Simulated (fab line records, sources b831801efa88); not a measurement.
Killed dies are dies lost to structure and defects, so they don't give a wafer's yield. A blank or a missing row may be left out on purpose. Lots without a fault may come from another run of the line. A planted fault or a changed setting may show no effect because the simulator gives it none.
fab line records | flow sky130
record lots=7 wafers=21 last_day=50
route steps=708 shown VT_ADJUST_NCORE@128 VT_ADJUST_HVTR@131 VT_ADJUST_PCH@143 PAD_OPEN@708
lots that met no fault: from a run of the same line without faults
start_h: hours from the record's first day to the start of the lot's first wafer shown | wait_h: hours since the lot's step before | " the same as in the row above | L1.1+2: a row that stands for several wafers | - no value, or no start given | * or withheld: withheld | < > ~ a bound
route shown NAME@n: a module of which the file shows steps, and the number in the route of the first | usual: mean/standard deviation of fault-free wafers | same: alike in all rows | chamber/n: place in a boat | sites: the reading at each site | _std_site: their standard deviation | _edge_site: outer sites' mean less inner sites' | radius_mm: how far each site lies from the wafer's centre | mask NAME#n: copy n | behind: the tool/chamber that last shaped the wafer | hold: why the lot was held/for how many hours/how that ended | device: the transistor (n, p or np) that didn't switch | end of line: the same wafers' tests at the end of the route | a step without rows: its recipe alone | killed: dies lost to structure and defects at the first sort, not the wafer's yield | map: a wafer's dies, x killed, . not, _ none there
set.NAME: the setting as run; set.NAME@STEP: as run at that earlier step | model.NAME: the simulator's own value behind a step, which no gauge read
lots at some steps of the route; a table a step, a row a wafer
services: from which hour (start_h, from the record's first day; less than 0 if before it) a tool's chamber was out of use, for how many hours, and why
## steps
# step SKY_VT_ADJUST_NCORE_IMPLANT_09
# recipe species=B energy_kev=10 dose_cm2=2.4e+12 tilt_deg=withheld
# step SKY_VT_ADJUST_NCORE_STRIP_10
# recipe chemistry=O2/N2 power_w=1400 pressure_mtorr=1500 platen_temp_c=withheld o2_flow_sccm=3000 n2_flow_sccm=300 overash_fraction=0.5
# usual drypump_motor_current_A=5.80/0.19 oes_product_au=0.716/0.0043 strip_time_to_endpoint_s=14.15/0.045
# columns lot.wafer tool chamber start_h wait_h drypump_motor_current_A oes_product_au rf_hours_counter_h strip_time_to_endpoint_s
L470.2 plasma_asher-02 0 219.98 0.1 5.56 0.717 6 14.17
L470.3 " 1 " " 5.81 0.716 - 14.16
L470.5 " 0 " " 5.58 0.711 - 14.10
L476.1 plasma_asher-04 0 245.62 0.1 5.81 0.715 55 14.10
L476.2 " 1 " " 6.15 0.717 55 14.09
L476.5 " 1 " " 6.16 0.713 - 14.09
L478.2 plasma_asher-03 1 264.43 0.1 5.73 0.718 62 14.14
L478.4 " 1 " " 5.75 0.720 - 14.13
L478.5 " 1 " " 5.76 0.718 - 14.13
L484.1 plasma_asher-04 0 302.12 0.1 5.85 0.711 61 14.14
L484.2 " 1 " " 6.17 0.712 61 14.10
L484.4 " 0 " " 5.84 0.712 - 14.09
L485.1 plasma_asher-03 1 308.22 0.1 5.74 0.715 66 14.16
L485.4 " 1 " " 5.76 0.718 - 14.16
L485.5 " 1 " " 5.76 0.721 - 14.17
L486.1 plasma_asher-04 0 317.99 0.1 5.81 0.708 62 14.17
L486.3 " 1 " " 6.12 0.712 - 14.17
L486.5 " 0 " " 5.83 0.719 - 14.20
L488.1 plasma_asher-03 1 343.42 0.1 5.74 0.719 69 14.24
L488.3 " 1 " " 5.73 0.713 - 14.22
L488.6 " 1 " " 5.75 0.717 - 14.22
# step SKY_VT_ADJUST_NCORE_TW_MEAS_11
# usual VT_ADJUST_NCORE_TW=220.1/1.6
# columns lot.wafer tool chamber start_h wait_h VT_ADJUST_NCORE_TW
L470.2 film_metro-03 - 220.09 0.1 221.9
L470.3 " - " " 220.2
L470.5 " - " " 220.4
L476.1 film_metro-03 - 245.72 0.1 220.8
L476.2 " - " " 221.3
L476.5 " - " " 221.2
L478.2 film_metro-03 - 264.54 0.1 220.8
L478.4 " - " " 220.9
L478.5 " - " " 220.1
L484.1 film_metro-02 - 302.22 0.1 221.7
L484.2 " - " " 221.3
L484.4 " - " " 222.3
L485.1 film_metro-02 - 308.32 0.1 223.1
L485.4 " - " " 222.0
L485.5 " - " " 222.7
L486.1 film_metro-04 - 318.09 0.1 217.6
L486.3 " - " " 218.8
L486.5 " - " " 216.9
L488.1 film_metro-03 - 343.52 0.1 222.3
L488.3 " - " " 222.1
L488.6 " - " " 221.4
# step SKY_VT_ADJUST_HVTR_DEHYDRATE_00
# recipe temp_c=200 time_s=60
# step SKY_VT_ADJUST_HVTR_HMDS_01
# recipe prime_time_s=60 prime_temp_c=120
# step SKY_VT_ADJUST_HVTR_COAT_02
# recipe resist=NOVOLAK spin_rpm=3000 resist_thk_nm=1156
# step SKY_VT_ADJUST_HVTR_SOFTBAKE_03
# recipe temp_c=90 time_s=60 resist=NOVOLAK
# step SKY_VT_ADJUST_HVTR_EXPOSE_04
# recipe mask_id=HVTRM target_cd_nm=380 na=0.6 source_shape=conventional sigma_outer=0.6 dose_mj=150
# step SKY_VT_ADJUST_HVTR_PEB_05
# recipe temp_c=withheld time_s=* resist=NOVOLAK
# step SKY_VT_ADJUST_HVTR_DEVELOP_06
# recipe develop_time_s=60 dev_temp_c=23
# step SKY_VT_ADJUST_HVTR_CD_MEAS_07
# recipe target_cd_nm=380
# usual cd_nm=380.5/2.4
# columns lot.wafer tool chamber start_h wait_h cd_nm
L470.2 cd_sem-02 - 242.25 0.1 379.9
L470.3 " - " " 383.1
L470.5 " - " " 378.6
L476.1 cd_sem-01 - 268.97 0.1 380.8
L476.2 " - " " 379.4
L476.5 " - " " 381.3
L478.2 cd_sem-02 - 289.75 0.1 382.0
L478.4 " - " " 384.3
L478.5 " - " " 382.7
L484.1 cd_sem-01 - 328.07 0.1 384.8
L484.2 " - " " 381.8
L484.4 " - " " 383.8
L485.1 cd_sem-02 - 334.33 0.1 382.5
L485.4 " - " " 380.9
L485.5 " - " " 382.5
L486.1 cd_sem-02 - 345.58 0.1 380.0
L486.3 " - " " 380.1
L486.5 " - " " 379.7
L488.1 cd_sem-02 - 369.93 0.1 380.2
L488.3 " - " " 379.8
L488.6 " - " " 382.1
# step SKY_VT_ADJUST_HVTR_OVL_MEAS_08
# usual VT_ADJUST_HVTR_OVL=-0.6/1.5
# columns lot.wafer tool chamber start_h wait_h VT_ADJUST_HVTR_OVL[nm]
L470.2 overlay-02 - 242.35 0.1 -1.8
L470.3 " - " " -2.1
L470.5 " - " " -1.5
L476.1 overlay-01 - 269.09 0.1 -0.4
L476.2 " - " " -2.2
L476.5 " - " " -0.8
L478.2 overlay-02 - 289.86 0.1 0.4
L478.4 " - " " -1.5
L478.5 " - " " -0.4
L484.1 overlay-02 - 328.19 0.1 -0.8
L484.2 " - " " -0.1
L484.4 " - " " 1.9
L485.1 overlay-01 - 334.45 0.1 -0.9
L485.4 " - " " -0.7
L485.5 " - " " -2.6
L486.1 overlay-01 - 345.70 0.1 -0.8
L486.3 " - " " 0.9
L486.5 " - " " -0.1
L488.1 overlay-02 - 370.05 0.1 1.0
L488.3 " - " " -0.7
L488.6 " - " " 1.5
# step SKY_VT_ADJUST_HVTR_IMPLANT_09
# recipe species=B energy_kev=10 dose_cm2=2.1e+12 tilt_deg=withheld
# columns lot.wafer tool chamber start_h wait_h
L470.2+3+5 implanter-03 0 242.41 0.0
L476.1+2+5 implanter-03 0 269.12 0.0
L478.2+4+5 implanter-02 0 289.91 0.0
L484.1+2+4 implanter-03 0 328.22 0.0
L484.1+2+4 implanter-03 0 328.54 0.3
L485.1+4+5 implanter-02 0 334.49 0.0
L485.1+4+5 implanter-02 0 334.81 0.3
L486.1+3+5 implanter-03 0 345.74 0.0
L486.1+3+5 implanter-03 0 346.06 0.3
L488.1+3+6 implanter-01 0 370.08 0.0
# step SKY_VT_ADJUST_HVTR_STRIP_10
# recipe chemistry=O2/N2 power_w=1400 pressure_mtorr=1500 platen_temp_c=withheld o2_flow_sccm=3000 n2_flow_sccm=300 overash_fraction=0.5
# usual drypump_motor_current_A=5.57/0.26 oes_product_au=0.716/0.0046 strip_time_to_endpoint_s=14.34/0.047
# columns lot.wafer tool chamber start_h wait_h drypump_motor_current_A oes_product_au rf_hours_counter_h strip_time_to_endpoint_s
L470.2 plasma_asher-01 0 242.53 0.1 5.72 0.721 45 14.35
L470.3 " 1 " " 5.11 0.715 - 14.37
L470.5 " 1 " " 5.12 0.728 - 14.36
L476.1 plasma_asher-02 0 269.27 0.1 5.56 0.722 11 14.33
L476.2 " 1 " " 5.84 0.716 11 14.35
L476.5 " 1 " " 5.86 0.714 - 14.33
L478.2 plasma_asher-02 0 290.04 0.1 5.56 0.711 13 14.31
L478.4 " 1 " " 5.89 0.711 - 14.29
L478.5 " 0 " " 5.55 0.715 - 14.29
L484.1 plasma_asher-02 1 328.69 0.1 5.82 0.710 16 14.36
L484.2 " 0 " " 5.52 0.716 16 14.35
L484.4 " 1 " " 5.82 0.721 - 14.40
L485.1 plasma_asher-02 1 334.96 0.1 5.84 0.711 17 14.27
L485.4 " 1 " " 5.86 0.710 - 14.26
L485.5 " 0 " " 5.56 0.722 - 14.32
L486.1 plasma_asher-02 0 346.21 0.1 5.59 0.714 18 14.27
L486.3 " 1 " " 5.84 0.723 - 14.31
L486.5 " 0 " " 5.58 0.716 - 14.30
L488.1 plasma_asher-01 1 370.23 0.1 5.14 0.721 58 14.30
L488.3 " 1 " " 5.13 0.709 - 14.33
L488.6 " 1 " " 5.11 0.721 - 14.33
# step SKY_VT_ADJUST_HVTR_TW_MEAS_11
# usual VT_ADJUST_HVTR_TW=211.7/1.7
# columns lot.wafer tool chamber start_h wait_h VT_ADJUST_HVTR_TW
L470.2 film_metro-01 - 242.64 0.1 210.0
L470.3 " - " " 212.2
L470.5 " - " " 210.5
L476.1 film_metro-02 - 269.37 0.1 214.4
L476.2 " - " " 214.4
L476.5 " - " " 214.1
L478.2 film_metro-02 - 290.15 0.1 214.0
L478.4 " - " " 214.1
L478.5 " - " " 214.7
L484.1 film_metro-03 - 328.79 0.1 260.0
L484.2 " - " " 260.6
L484.4 " - " " 260.4
L485.1 film_metro-01 - 335.06 0.1 256.1
L485.4 " - " " 255.7
L485.5 " - " " 256.1
L486.1 film_metro-01 - 346.47 0.2 258.4
L486.3 " - " " 258.0
L486.5 " - " " 256.7
L488.1 film_metro-01 - 370.33 0.1 211.1
L488.3 " - " " 212.0
L488.6 " - " " 211.4
# step SKY_VT_ADJUST_PCH_DEHYDRATE_00
# recipe temp_c=200 time_s=60
# step SKY_PAD_OPEN_PROBE_99
# usual killed_at_M0_to_M3=44/7.3 killed_at_M4_up=3.4/1.7 killed_at_contacts=24/5.3 killed_at_front_end=15/4.1 killed_at_other=0.4/0.68 killed_dies=87/9.5 killed_open=48/7.1 killed_short=39/5.8
# same gross_dies=492 killed_at_back_side=0
# columns lot.wafer tool chamber start_h wait_h killed_at_M0_to_M3 killed_at_M4_up killed_at_contacts killed_at_front_end killed_at_other killed_dies killed_open killed_short model.etest.pfet_01v8_mvt.drive_ua_um model.etest.pfet_01v8_mvt.off_log10_a_um model.etest.pfet_01v8_mvt.vt_sat_v model.etest.pfet_01v8_mvt.vt_v model.etest.pfet_01v8_mvt.vt_long_v model.etest.pfet_01v8_mvt.body_rise_v
L470.2 prober-01 - 1107.35 0.1 57 2 31 19 1 110 57 52 152.6 -10.53 -0.5563 -0.6462 -0.8567 -0.1878
L470.3 prober-01 - 1107.40 0.2 40 4 19 22 0 85 42 43 147.2 -10.72 -0.5695 -0.6579 -0.8618 -0.19
L470.5 prober-01 - 1107.50 0.2 38 3 19 17 0 77 40 37 149.9 -10.54 -0.5645 -0.653 -0.862 -0.1891
L476.1 prober-01 - 1125.95 0.1 36 5 26 16 0 83 46 37 151.4 -11.05 -0.5857 -0.6736 -0.8789 -0.1816
L476.2 prober-01 - 1126.00 0.1 54 4 28 16 1 103 62 40 152.8 -10.92 -0.5896 -0.679 -0.8812 -0.1798
L476.5 prober-01 - 1126.15 0.2 40 6 27 8 1 82 44 38 150.1 -10.95 -0.5807 -0.6691 -0.8788 -0.1838
L478.2 prober-02 - 1144.39 0.1 39 3 30 14 1 87 41 45 151.5 -10.84 -0.5817 -0.6726 -0.8825 -0.1843
L478.4 prober-02 - 1144.49 0.2 36 5 29 21 0 91 50 40 151.6 -10.84 -0.5829 -0.6701 -0.8813 -0.1844
L478.5 prober-02 - 1144.54 0.2 39 6 20 16 0 81 41 40 152.1 -10.81 -0.58 -0.6715 -0.8799 -0.1859
L484.1 prober-02 - 1175.84 0.1 47 5 22 11 0 85 45 40 193.5 -6.822 -0.1444 -0.3031 -0.5674 -0.1978
L484.2 prober-02 - 1175.89 0.1 51 8 16 17 1 93 41 51 197.3 -7.068 -0.1681 -0.3244 -0.5843 -0.1948
L484.4 prober-02 - 1175.99 0.2 42 2 26 14 3 87 54 32 192.3 -7.109 -0.1699 -0.3255 -0.5846 -0.1955
L485.1 prober-01 - 1176.64 0.1 58 3 23 19 0 103 71 32 198.1 -6.8 -0.1625 -0.3202 -0.5817 -0.1978
L485.4 prober-01 - 1176.79 0.2 57 3 22 18 0 100 55 45 194.3 -6.995 -0.1702 -0.3233 -0.5791 -0.2012
L485.5 prober-01 - 1176.84 0.2 51 3 24 9 0 87 43 44 194.6 -6.851 -0.1641 -0.3137 -0.5718 -0.201
L486.1 prober-01 - 1182.65 0.1 40 2 20 12 0 74 39 34 195.9 -6.721 -0.1388 -0.293 -0.5589 -0.2025
L486.3 prober-01 - 1182.75 0.2 46 5 24 11 0 86 54 31 196.4 -6.553 -0.1373 -0.2912 -0.5571 -0.2026
L486.5 prober-01 - 1182.85 0.2 52 4 15 12 0 83 52 31 194.5 -6.567 -0.1474 -0.3018 -0.5664 -0.2024
L488.1 prober-01 - 1193.20 0.1 37 8 17 16 0 78 42 36 147.6 -11.39 -0.6119 -0.6949 -0.8892 -0.1819
L488.3 prober-01 - 1193.30 0.2 67 3 24 16 0 110 69 41 147.9 -11.34 -0.614 -0.6937 -0.8882 -0.183
L488.6 prober-01 - 1193.45 0.2 46 3 23 18 0 90 57 33 147.8 -11.37 -0.6153 -0.6939 -0.8899 -0.1823
# killed by level:class
L470.2 VIA3:geometric_particle:open=11 LI_CONTACT:geometric_particle:open=10 CONTACT:geometric_particle:open=10 METAL2:geometric_particle:short=7 VIA1:geometric_particle:open=7 FIELD_ISO:geometric_particle:short=6 VIA2:geometric_particle:open=6 LOCAL_INTERCONNECT:geometric_particle:short=5
L470.3 VIA1:geometric_particle:open=8 FIELD_ISO:geometric_particle:short=7 LI_CONTACT:geometric_particle:open=7 CONTACT:geometric_particle:open=6 METAL1:geometric_particle:short=6 VIA3:geometric_particle:open=5 VIA3:geometric_particle:short=5 POLY_GATE:geometric_particle:short=4
L470.5 CONTACT:geometric_particle:open=7 VIA2:geometric_particle:open=7 METAL2:geometric_particle:short=6 POLY_GATE:geometric_particle:open=5 LI_CONTACT:geometric_particle:short=5 LI_CONTACT:geometric_particle:open=5 VIA1:geometric_particle:open=5 FIELD_ISO:geometric_particle:short=4
L476.1 FIELD_ISO:geometric_particle:short=11 CONTACT:geometric_particle:open=10 LI_CONTACT:geometric_particle:open=9 VIA2:geometric_particle:open=8 VIA3:geometric_particle:open=8 METAL1:geometric_particle:short=6 VIA1:geometric_particle:open=6 CONTACT:geometric_particle:short=4
L476.2 VIA1:geometric_particle:open=16 CONTACT:geometric_particle:open=10 VIA1:geometric_particle:short=9 VIA2:geometric_particle:open=9 LI_CONTACT:geometric_particle:open=8 POLY_GATE:geometric_particle:short=4 METAL1:geometric_particle:short=4 LOCAL_INTERCONNECT:geometric_particle:short=4
L476.5 VIA1:geometric_particle:open=13 LI_CONTACT:geometric_particle:open=9 CONTACT:geometric_particle:open=8 VIA3:geometric_particle:short=6 CONTACT:geometric_particle:short=5 METAL1:geometric_particle:short=4 METAL2:geometric_particle:short=4 METAL3:geometric_particle:short=4
L478.2 CONTACT:geometric_particle:open=10 LOCAL_INTERCONNECT:geometric_particle:short=7 LI_CONTACT:geometric_particle:open=6 CONTACT:geometric_particle:short=6 VIA1:geometric_particle:open=6 VIA2:geometric_particle:short=6 VIA3:geometric_particle:open=5 FIELD_ISO:geometric_particle:open=5
L478.4 CONTACT:geometric_particle:open=8 LI_CONTACT:geometric_particle:open=7 VIA3:geometric_particle:open=7 VIA1:geometric_particle:open=7 METAL2:geometric_particle:short=6 CONTACT:geometric_particle:short=6 POLY_GATE:geometric_particle:open=5 FIELD_ISO:geometric_particle:short=4
L478.5 CONTACT:geometric_particle:open=10 VIA1:geometric_particle:open=9 POLY_GATE:geometric_particle:short=6 VIA3:geometric_particle:open=6 VIA2:geometric_particle:short=5 FIELD_ISO:geometric_particle:short=4 VIA2:geometric_particle:open=4 METAL2:geometric_particle:short=4
L484.1 VIA2:geometric_particle:open=12 LI_CONTACT:geometric_particle:open=8 CONTACT:geometric_particle:open=6 VIA1:geometric_particle:open=6 METAL2:geometric_particle:short=5 VIA2:geometric_particle:short=5 FIELD_ISO:geometric_particle:short=4 POLY_GATE:geometric_particle:short=4
L484.2 METAL2:geometric_particle:short=13 VIA3:geometric_particle:open=7 VIA1:geometric_particle:open=7 METAL4:geometric_particle:short=7 FIELD_ISO:geometric_particle:short=6 LI_CONTACT:geometric_particle:open=6 FIELD_ISO:geometric_particle:open=5 METAL1:geometric_particle:short=5
L484.4 VIA1:geometric_particle:open=18 LI_CONTACT:geometric_particle:open=11 CONTACT:geometric_particle:open=7 FIELD_ISO:geometric_particle:open=5 CONTACT:geometric_particle:short=5 VIA1:geometric_particle:short=5 VIA2:geometric_particle:open=5 FIELD_ISO:geometric_particle:short=4
L485.1 VIA1:geometric_particle:open=17 CONTACT:geometric_particle:open=13 VIA2:geometric_particle:open=10 VIA3:geometric_particle:open=9 LI_CONTACT:geometric_particle:open=6 METAL1:geometric_particle:short=5 FIELD_ISO:geometric_particle:open=4 FIELD_ISO:geometric_particle:short=4
L485.4 VIA1:geometric_particle:open=13 METAL1:geometric_particle:short=9 VIA2:geometric_particle:open=7 LI_CONTACT:geometric_particle:open=6 CONTACT:geometric_particle:open=6 METAL3:geometric_particle:short=6 POLY_GATE:geometric_particle:open=5 VIA2:geometric_particle:short=5
L485.5 VIA1:geometric_particle:open=11 METAL1:geometric_particle:short=10 LI_CONTACT:geometric_particle:open=8 CONTACT:geometric_particle:open=8 VIA1:geometric_particle:short=7 POLY_GATE:geometric_particle:short=5 VIA2:geometric_particle:open=5 VIA3:geometric_particle:short=4
L486.1 VIA2:geometric_particle:open=8 VIA1:geometric_particle:short=8 VIA3:geometric_particle:open=8 CONTACT:geometric_particle:open=7 LOCAL_INTERCONNECT:geometric_particle:short=5 VIA1:geometric_particle:open=5 FIELD_ISO:geometric_particle:short=4 METAL1:geometric_particle:short=4
L486.3 VIA1:geometric_particle:open=14 VIA2:geometric_particle:open=10 LI_CONTACT:geometric_particle:open=9 CONTACT:geometric_particle:open=8 FIELD_ISO:geometric_particle:short=4 VIA3:geometric_particle:short=4 POLY_GATE:geometric_particle:short=3 LOCAL_INTERCONNECT:geometric_particle:short=3
L486.5 VIA3:geometric_particle:open=14 VIA2:geometric_particle:open=9 VIA1:geometric_particle:open=8 METAL1:geometric_particle:short=7 FIELD_ISO:geometric_particle:open=6 LI_CONTACT:geometric_particle:open=5 LI_CONTACT:geometric_particle:short=3 VIA2:geometric_particle:short=3
L488.1 VIA1:geometric_particle:open=8 VIA2:geometric_particle:open=8 METAL4:geometric_particle:short=7 CONTACT:geometric_particle:open=6 FIELD_ISO:geometric_particle:short=5 FIELD_ISO:geometric_particle:open=5 VIA3:geometric_particle:open=5 LOCAL_INTERCONNECT:geometric_particle:short=4
L488.3 VIA1:geometric_particle:open=16 VIA2:geometric_particle:open=16 CONTACT:geometric_particle:open=10 METAL1:geometric_particle:short=7 VIA3:geometric_particle:open=7 CONTACT:geometric_particle:short=6 VIA1:geometric_particle:short=6 FIELD_ISO:geometric_particle:short=5
L488.6 VIA1:geometric_particle:open=14 CONTACT:geometric_particle:open=9 LI_CONTACT:geometric_particle:open=8 VIA3:geometric_particle:open=8 VIA2:geometric_particle:open=6 FIELD_ISO:geometric_particle:short=5 FIELD_ISO:geometric_particle:open=5 METAL2:geometric_particle:short=4
## services
# columns tool chamber start_h hours kind
implanter-01 - 196.60 7.2 repair
plasma_asher-04 - 212.44 14.6 pm
implanter-02 - 216.12 10.5 repair
implanter-01 - 232.34 27.8 pm
implanter-01 - 262.03 1.9 repair
plasma_asher-02 - 262.62 1.3 repair
implanter-02 - 280.75 4.0 pm
implanter-03 - 293.89 9.7 pm
implanter-01 - 326.77 1.2 repair
plasma_asher-04 - 344.96 1.2 repair
plasma_asher-02 - 346.46 0.3 repair
## key
first_sign step=SKY_VT_ADJUST_HVTR_IMPLANT_09 reading=visit direction=added
effect step=SKY_VT_ADJUST_HVTR_TW_MEAS_11 reading=VT_ADJUST_HVTR_TW direction=up sigmas=27 usual=211.7 struck=258.0
model_effect step=SKY_PAD_OPEN_PROBE_99 value=etest.pfet_01v8_mvt.drive_ua_um without=149.2 struck=195.2
met_at SKY_VT_ADJUST_HVTR_IMPLANT_09
struck_wafers L484.1,L484.2,L484.4,L485.1,L485.4,L485.5,L486.1,L486.3,L486.5
tester_left_out L484,L485,L486
fault kind=repeated_step_whole tool=implanter-01,implanter-02,implanter-03 chamber=- onset_h=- steps=SKY_VT_ADJUST_HVTR_IMPLANT_09 times=1 scope=struck_lots_only
# tester_left_out: of these lots the tester's yield and bins aren't shown, on N5 and GAA mostly nor the transistor test; their killed dies are dies lost to structure and defects alone, not to doping, threshold or leakage, so they don't give the yield
